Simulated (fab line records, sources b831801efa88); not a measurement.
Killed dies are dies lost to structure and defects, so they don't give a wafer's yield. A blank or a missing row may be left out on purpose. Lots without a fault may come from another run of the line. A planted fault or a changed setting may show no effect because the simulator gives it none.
Which tool did it? | flow gf180mcu | 6 lots, 18 wafers sampled, at 2 steps of a route of 602

WHAT THE GAUGES READ, wafer by wafer
GF_V4_BOW_MEAS_05.
lot  | measured     | on            | V4_BOW (um)
L610 | day 24 04:38 | film_metro-04 | 130 138 127
L612 | day 24 22:02 | film_metro-04 | 129 125 136
L617 | day 26 16:55 | film_metro-03 | 138 140 137
L619 | day 27 04:58 | film_metro-01 | 140 142 135
L623 | day 28 11:39 | film_metro-03 | 139 144 141
L631 | day 30 14:24 | film_metro-04 | 132 135 124

WHICH TOOL RAN EACH LOT (tool, then ch and the chambers of the sampled wafers, then the start)
lot  | GF_M4_STRIP_17
L610 | plasma_asher-01 ch 0,1, day 24 03:31
L612 | plasma_asher-03 ch 0,1, day 24 20:56
L617 | plasma_asher-02 ch 0,1, day 26 15:49
L619 | plasma_asher-03 ch 0,1, day 27 03:52
L623 | plasma_asher-03 ch 0,1, day 28 10:31
L631 | plasma_asher-02 ch 0,1, day 30 13:17
- GF_M4_STRIP_17: strips in O2/N2.

THE ANSWER, worked out from the rows above alone
Rule: what is usual is taken from the lots themselves. Put in order of their means at a reading, lots are off if they are a third of the lots or fewer, leave a main group of 4 or more, and stand apart from it by a gap of 3 or more times the standard deviation of the main group's means; of several such gaps the widest counts. A main group whose means are all the same, to the digits that the tables above print for the reading, isn't used. A lot without any number at a reading at which 4 lots or more have one is off too. The other lots that the step has rows for count as sound.
No lot is off at any reading shown: from this, nothing can be told.

WHAT THE SIMULATOR HAD PUT IN
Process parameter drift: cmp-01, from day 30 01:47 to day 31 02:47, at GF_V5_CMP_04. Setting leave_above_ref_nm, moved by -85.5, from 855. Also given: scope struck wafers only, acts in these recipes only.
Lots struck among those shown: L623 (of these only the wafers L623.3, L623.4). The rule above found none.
